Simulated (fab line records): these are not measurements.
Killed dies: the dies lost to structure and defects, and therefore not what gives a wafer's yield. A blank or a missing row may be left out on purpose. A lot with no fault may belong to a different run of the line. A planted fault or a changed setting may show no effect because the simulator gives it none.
What tool caused it? ; flow gf180mcu ; 11 lots, 33 wafers sampled, at 7 steps of a route of 602

== WHAT THE GAUGES SHOWED, per wafer ==
GF_MIM_RS_MEAS_10: the measuring method here is four-point-probe. Usual: MIM_ALCU_RS gives 0.1601 ohm/sq (standard deviation 0.0014).
lot;measured;on;MIM_ALCU_RS (ohm/sq);flag
L861;day 24 08:16;filmMetro-03;0.1613 0.1600 0.1601;
L862;day 24 20:54;filmMetro-04;0.1588 0.1586 0.1584;
L870;day 27 16:59;filmMetro-01;0.1613 0.1598 0.1603;
L871;day 27 20:56;filmMetro-04;0.1617 0.1254 0.1583;OFF
L872;day 28 03:46;filmMetro-04;0.1242 0.1607 0.1615;OFF
L874;day 28 19:19;filmMetro-04;0.1595 0.1616 0.1595;
L879;day 30 05:09;filmMetro-03;0.1617 0.1607 0.1605;
L880;day 30 09:53;filmMetro-01;0.1599 0.1598 0.1602;
L881;day 30 14:03;filmMetro-01;0.1606 0.1611 0.1584;
L882;day 30 22:58;filmMetro-01;0.1615 0.1633 0.1627;
L884;day 31 12:18;filmMetro-04;0.1583 0.1588 0.1590;

GF_MIM_THK_MEAS_11: measures by xrf. Usual: MIM_ALCU_THK gives 195.4 nm (standard deviation 1.7).
lot;measured;on;MIM_ALCU_THK (nm);flag
L861;day 24 08:23;filmMetro-03;192.2 195.4 194.2;
L862;day 24 21:01;filmMetro-04;197.2 198.2 197.0;
L870;day 27 17:07;filmMetro-01;194.6 196.0 194.8;
L871;day 27 21:03;filmMetro-04;193.2 247.5 197.2;OFF
L872;day 28 03:52;filmMetro-04;251.0 194.3 195.6;OFF
L874;day 28 19:26;filmMetro-04;196.5 194.4 197.1;
L879;day 30 05:16;filmMetro-03;192.1 193.4 194.4;
L880;day 30 09:59;filmMetro-01;194.9 196.8 195.5;
L881;day 30 14:10;filmMetro-01;197.1 195.6 199.1;
L882;day 30 23:05;filmMetro-01;194.4 193.5 193.2;
L884;day 31 12:25;filmMetro-04;196.1 196.2 196.0;

GF_V5_THK_MEAS_03. Usual: V5_CVD_02_THK gives 1451 nm (standard deviation 16).
lot;measured;on;V5_CVD_02_THK (nm);flag
L861;day 26 03:56;filmMetro-02;1444 1447 1458;
L862;day 26 16:19;filmMetro-02;1446 1447 1463;
L870;day 29 09:40;filmMetro-04;1438 1440 1463;
L871;day 29 13:02;filmMetro-02;1436 1437 1464;
L872;day 29 19:43;filmMetro-04;1488 1470 1493;
L874;day 30 11:04;filmMetro-03;1466 1441 1474;
L879;day 31 18:13;filmMetro-04;1447 1447 1480;
L880;day 31 22:38;filmMetro-02;1442 1457 1459;
L881;day 32 02:52;filmMetro-02;1418 1448 1451;
L882;day 32 10:28;filmMetro-02;1437 1421 1434;
L884;day 32 22:56;filmMetro-04;1437 1440 1458;

== WHICH TOOL RAN EACH LOT (tool, then ch and the chambers of the sampled wafers, then the start) ==
lot;GF_M3_SPUTTER_03;GF_V3_SPUTTER_21;GF_MIM_SPUTTER_08;GF_MIM_METAL_ETCH_19
L861;pvdSputter-03, day 20 04:23;pvdSputter-01, day 22 06:41;pvdSputter-04, day 24 08:13;rieMetal-04 ch 0,1, day 25 05:32
L862;pvdSputter-03, day 20 17:58;pvdSputter-01, day 22 19:51;pvdSputter-03, day 24 20:50;rieMetal-03 ch 1, day 25 17:56
L870;pvdSputter-04, day 23 22:04;pvdSputter-01, day 25 20:08;pvdSputter-01, day 27 16:56;rieMetal-03 ch 0,1, day 28 12:50
L871;pvdSputter-01, day 24 03:24;pvdSputter-04, day 26 00:47;pvdSputter-04, day 27 20:52;rieMetal-04 ch 0,1, day 28 16:26
L872;pvdSputter-01, day 24 11:02;pvdSputter-04, day 26 08:07;pvdSputter-04, day 28 03:40;rieMetal-04 ch 0,1, day 28 23:07
L874;pvdSputter-01, day 25 03:18;pvdSputter-01, day 26 22:51;pvdSputter-01, day 28 19:15;rieMetal-03 ch 1, day 29 14:47
L879;pvdSputter-03, day 26 16:34;pvdSputter-01, day 28 10:39;pvdSputter-03, day 30 05:06;rieMetal-04 ch 0, day 30 22:59
L880;pvdSputter-01, day 26 21:35;pvdSputter-02, day 28 16:07;pvdSputter-01, day 30 09:47;rieMetal-01 ch 0,1, day 31 03:43
L881;pvdSputter-01, day 27 01:34;pvdSputter-04, day 28 19:34;pvdSputter-03, day 30 13:59;rieMetal-04 ch 0,1, day 31 08:11
L882;pvdSputter-03, day 27 13:14;pvdSputter-02, day 29 06:12;pvdSputter-01, day 30 22:55;rieMetal-04 ch 0,1, day 31 16:11
L884;pvdSputter-03, day 28 03:01;pvdSputter-02, day 29 19:37;pvdSputter-03, day 31 12:15;rieMetal-04 ch 0,1, day 32 04:44
- GF_M3_SPUTTER_03: material Ti, target thk 10 nm, time 6.7 s.
- GF_V3_SPUTTER_21: material Ti, target thk 15 nm, time 80.02 s.
- GF_MIM_SPUTTER_08: material AlCu, target thk 200 nm, time 10.6 s.
- GF_MIM_METAL_ETCH_19: etches the open film in Cl2/BCl3, stops on Si3N4, target depth 324.5 nm, time 54.1 s.

== WHAT THE TOOLS THEMSELVES READ (means of the sampled wafers that have a number; where no wafer has one, the mark that the record gives instead) ==
GF_M3_SPUTTER_03. Usual: 30.1 % for throttleValvePct, sd 0.78.
lot;tool;throttleValvePct (%);flag
L861;pvdSputter-03;31.1;
L862;pvdSputter-03;30.3;
L870;pvdSputter-04;29.1;
L871;pvdSputter-01;30.0;
L872;pvdSputter-01;29.6;
L874;pvdSputter-01;29.9;
L879;pvdSputter-03;30.2;
L880;pvdSputter-01;29.6;
L881;pvdSputter-01;29.8;
L882;pvdSputter-03;31.6;
L884;pvdSputter-03;30.4;

GF_V3_SPUTTER_21. Usual: 30.1 % for throttleValvePct, sd 0.58.
lot;tool;throttleValvePct (%);flag
L861;pvdSputter-01;29.9;
L862;pvdSputter-01;30.0;
L870;pvdSputter-01;30.1;
L871;pvdSputter-04;30.3;
L872;pvdSputter-04;29.8;
L874;pvdSputter-01;29.5;
L879;pvdSputter-01;30.0;
L880;pvdSputter-02;30.6;
L881;pvdSputter-04;30.3;
L882;pvdSputter-02;30.5;
L884;pvdSputter-02;30.6;

GF_MIM_SPUTTER_08. Usual: 30.2 % for throttleValvePct, sd 0.82.
lot;tool;throttleValvePct (%);flag
L861;pvdSputter-04;30.3;
L862;pvdSputter-03;30.8;
L870;pvdSputter-01;29.9;
L871;pvdSputter-04;29.6;
L872;pvdSputter-04;29.9;
L874;pvdSputter-01;29.7;
L879;pvdSputter-03;30.2;
L880;pvdSputter-01;29.8;
L881;pvdSputter-03;30.5;
L882;pvdSputter-01;30.2;
L884;pvdSputter-03;30.9;

GF_MIM_METAL_ETCH_19. Usual: bcl3FlowSccm 39.98 sccm, standard deviation 0.13; chamberPressureMTorr 7.998 mTorr, standard deviation 0.0078; drypumpMotorCurrentA 5.9 A, standard deviation 0.3; heBacksideLeakSccm 3.36 sccm, standard deviation 0.29; oesProductAu 0.942 a.u., standard deviation 0.0057; throttleValvePct 28.283 %, standard deviation 0.0092.
lot;tool;bcl3FlowSccm (sccm);chamberPressureMTorr (mTorr);drypumpMotorCurrentA (A);heBacksideLeakSccm (sccm);oesProductAu (a.u.);throttleValvePct (%);flag
L861;rieMetal-04;39.89;7.998;5.8;3.15;0.936;28.280;
L862;rieMetal-03;39.92;8.000;5.7;3.24;0.946;28.280;
L870;rieMetal-03;39.96;8.000;5.9;3.21;0.943;28.285;
L871;rieMetal-04;39.94;7.998;5.8;3.32;0.962;28.271;OFF
L872;rieMetal-04;40.04;7.990;5.8;3.37;0.957;28.267;
L874;rieMetal-03;40.06;7.994;5.6;3.18;0.943;28.282;
L879;rieMetal-04;39.81;8.004;5.9;3.19;0.947;28.287;
L880;rieMetal-01;40.06;7.997;5.8;3.35;0.942;28.288;
L881;rieMetal-04;39.93;8.007;5.8;3.33;0.941;28.271;
L882;rieMetal-04;39.89;8.002;5.9;3.44;0.936;28.291;
L884;rieMetal-04;39.86;7.992;5.9;3.38;0.945;28.279;

== THE ANSWER, worked out from the rows above alone ==
Rule: a lot counts as off when the mean over its wafers that have a number is more than 3 standard deviations away from the usual mean. Also off: a lot with no number at a reading for which 4 or more lots have one. Any other lot the step has rows for is counted as sound. After the gauges, taken in route order, come the tools' own readings; for these a lot's mean is taken, as printed above. The first step at which some lot is off is used, and at that step the reading that is off furthest; a lot without a number counts as furthest.
Off: at GF_MIM_RS_MEAS_10 (MIM_ALCU_RS), L871, L872.
If a tool, at a process step before that reading, ran all the lots that are off and no sound lot after the first of them, it fits. The gauges at GF_MIM_RS_MEAS_10 are tried like those tools. One fits: GF_MIM_SPUTTER_08 on pvdSputter-04. Its last sound lot is L861 (day 24 08:13), its first lot that is off L871 (day 27 20:52): a fault that began between those two fits.

== WHAT HAD BEEN PUT IN BY THE SIMULATOR ==
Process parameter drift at GF_MIM_SPUTTER_08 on pvdSputter-04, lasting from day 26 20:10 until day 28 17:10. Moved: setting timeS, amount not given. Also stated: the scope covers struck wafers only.
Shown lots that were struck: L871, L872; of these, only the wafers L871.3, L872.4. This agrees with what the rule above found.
